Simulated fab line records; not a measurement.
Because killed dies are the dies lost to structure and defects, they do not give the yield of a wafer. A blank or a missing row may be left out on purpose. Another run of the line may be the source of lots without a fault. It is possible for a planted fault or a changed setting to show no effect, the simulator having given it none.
Chamber matching | flow sky130 | SKY_VIA3_CMP_02 on cmp-01 has 4 sister chambers
The step polishes SiO2. 8 wafers are shown with their chamber, then 12 later ones without.

## WAFERS, EACH WITH ITS CHAMBER
wafer  | chamber | motor_current_A (A) | head_pressure_psi (psi)
L085.3 | 3       | 12.4                | 4.003
L085.5 | 3       | 13.0                | 4.015
L088.2 | 2       | 11.3                | 3.978
L088.4 | 1       | 12.3                | 4.015
L088.6 | 0       | 11.6                | 4.005
L089.4 | 0       | 11.5                | 3.990
L089.5 | 1       | 12.2                | 4.009
L089.6 | 2       | 12.0                | 3.988

## WAFERS MISSING THEIR CHAMBER
wafer  | motor_current_A (A) | head_pressure_psi (psi)
L091.1 | 12.6                | 4.007
L091.3 | 12.7                | 4.018
L091.4 | 11.7                | 4.001
L092.1 | 12.2                | 4.002
L092.2 | 11.4                | 4.007
L092.6 | 13.0                | 3.985
L093.3 | 12.0                | 3.992
L093.4 | 11.5                | 3.988
L093.5 | 11.1                | 4.003
L095.2 | 12.2                | 4.004
L095.3 | 12.1                | 3.992
L095.4 | 11.6                | 3.994

## WHICH CHAMBER EACH ONE RAN IN
wafer  | from the rows above               | in truth
L091.1 | can't be placed: 3 or 1           | 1
L091.3 | can't be placed: 3 or 1           | 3
L091.4 | can't be placed: 0 or 1 or 2      | 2
L092.1 | can't be placed: 1 or 3 or 0 or 2 | 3
L092.2 | can't be placed: 0 or 1 or 2      | 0
L092.6 | can't be placed: 3 or 1 or 2 or 0 | 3
L093.3 | can't be placed: 0 or 2 or 1 or 3 | 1
L093.4 | can't be placed: 2 or 0           | 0
L093.5 | can't be placed: 0 or 2           | 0
L095.2 | can't be placed: 1 or 3 or 0      | 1
L095.3 | can't be placed: 2 or 0 or 1 or 3 | 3
L095.4 | can't be placed: 0 or 2           | 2
Correct placement for 0 of the 12. From these rows, 12 cannot be placed; in 12 the true chamber is one of the candidates. Placed wrongly: 0.
How it was worked out, from the rows above alone: a wafer's distance from a chamber is the root of the sum, over the readings, of the square of ((its reading less the chamber's mean) divided by the reading's scatter). The wafer belongs to the nearest chamber; if the next one is less than 2 further off, it can't be placed. A chamber's mean is the mean of its shown wafers. The scatter: take each reading less its chamber's mean, square it, sum over the shown wafers, divide by the number of wafers less the number of chambers, and take the root.
